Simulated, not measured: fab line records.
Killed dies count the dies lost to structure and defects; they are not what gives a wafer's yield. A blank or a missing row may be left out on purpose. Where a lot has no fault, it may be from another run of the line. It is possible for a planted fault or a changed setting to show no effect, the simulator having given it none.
Which tool did it? | flow gf180mcu | 39 wafers from 13 lots sampled at 2 of the route's 602 steps

## WHAT EACH GAUGE READ, for each wafer
GF_PSD_RS_MEAS_14: measures by four-point-probe.
lot  | measured     | on            | NSD_RS (ohm/sq)
L904 | day 14 01:01 | film metro-03 | 46.09 46.20 46.03
L905 | day 14 07:14 | film metro-01 | 46.17 46.09 46.14
L906 | day 14 19:05 | film metro-03 | 46.04 46.09 46.02
L907 | day 14 23:32 | film metro-03 | 46.14 46.11 46.07
L909 | day 15 17:41 | film metro-01 | 46.03 46.12 46.17
L910 | day 16 10:02 | film metro-03 | 46.21 46.21 46.14
L911 | day 16 22:25 | film metro-02 | 46.02 46.07 46.17
L918 | day 19 15:52 | film metro-01 | 46.30 46.40 46.42
L922 | day 20 21:10 | film metro-02 | 46.08 45.91 46.06
L923 | day 21 05:18 | film metro-02 | 46.14 46.06 46.19
L925 | day 21 16:37 | film metro-01 | 46.05 45.98 46.10
L927 | day 22 03:20 | film metro-01 | 46.10 46.03 46.10
L926 | day 22 06:56 | film metro-01 | 46.18 46.06 46.13

## WHAT TOOL EACH LOT RAN ON (gives the tool, then ch and the chambers of the sampled wafers, and finally the start)
lot  | GF_NSD_IMPLANT_10
L904 | implanter-01 ch 0, day 13 04:25
L905 | implanter-04 ch 0, day 13 09:52
L906 | implanter-02 ch 0, day 13 22:01
L907 | implanter-04 ch 0, day 14 02:14
L909 | implanter-01 ch 0, day 14 19:25
L910 | implanter-02 ch 0, day 15 11:37
L911 | implanter-02 ch 0, day 15 23:11
L918 | implanter-01 ch 0, day 18 14:53
L922 | implanter-04 ch 0, day 19 20:50
L923 | implanter-04 ch 0, day 20 04:52
L925 | implanter-02 ch 0, day 20 16:37
L927 | implanter-04 ch 0, day 21 02:49
L926 | implanter-04 ch 0, day 21 06:57
- GF_NSD_IMPLANT_10

## WHAT THE TOOLS THEMSELVES READ (means of the sampled wafers that have a number; where no wafer has one, the mark that the record gives instead)
The record holds no such reading with a usual standard deviation.

## THE ANSWER, worked out from the rows above alone
Rule: what is usual is taken from the lots themselves. Put in order of their means at a reading, lots are off if they are a third of the lots or fewer, leave a main group of 4 or more, and stand apart from it by a gap of 3 or more times the standard deviation of the main group's means; of several such gaps the widest counts. Not used: any main group whose means are identical at the precision the tables above print for the reading. Also off: a lot with no number at a reading for which 4 or more lots have one. Where the step has rows for the other lots, those lots are counted as sound. First the gauges in route order, then the tools' own readings, where a lot's mean is used as printed above. The first step at which some lot is off is used, and at that step the reading that is off furthest; a lot without a number counts as furthest.
Off: at GF_PSD_RS_MEAS_14 (NSD_RS), L918. Main group: mean 46.10 ohm/sq, sd 0.044.
A tool fits if, at a process step before that reading, it ran every lot that is off, and no sound lot after the first of them. Those tools and the gauges at GF_PSD_RS_MEAS_14 are tried in the same way. One candidate fits, namely implanter-01 at GF_NSD_IMPLANT_10. A fault onset in the window from L909 (day 14 19:25, its last sound lot) to L918 (day 18 14:53, its first lot off) fits.

## WHAT WAS PUT IN BY THE SIMULATOR
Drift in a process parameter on implanter-01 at GF_NSD_IMPLANT_10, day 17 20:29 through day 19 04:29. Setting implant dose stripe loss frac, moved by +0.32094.
Lots struck among those shown: L918. This agrees with what the rule above found.
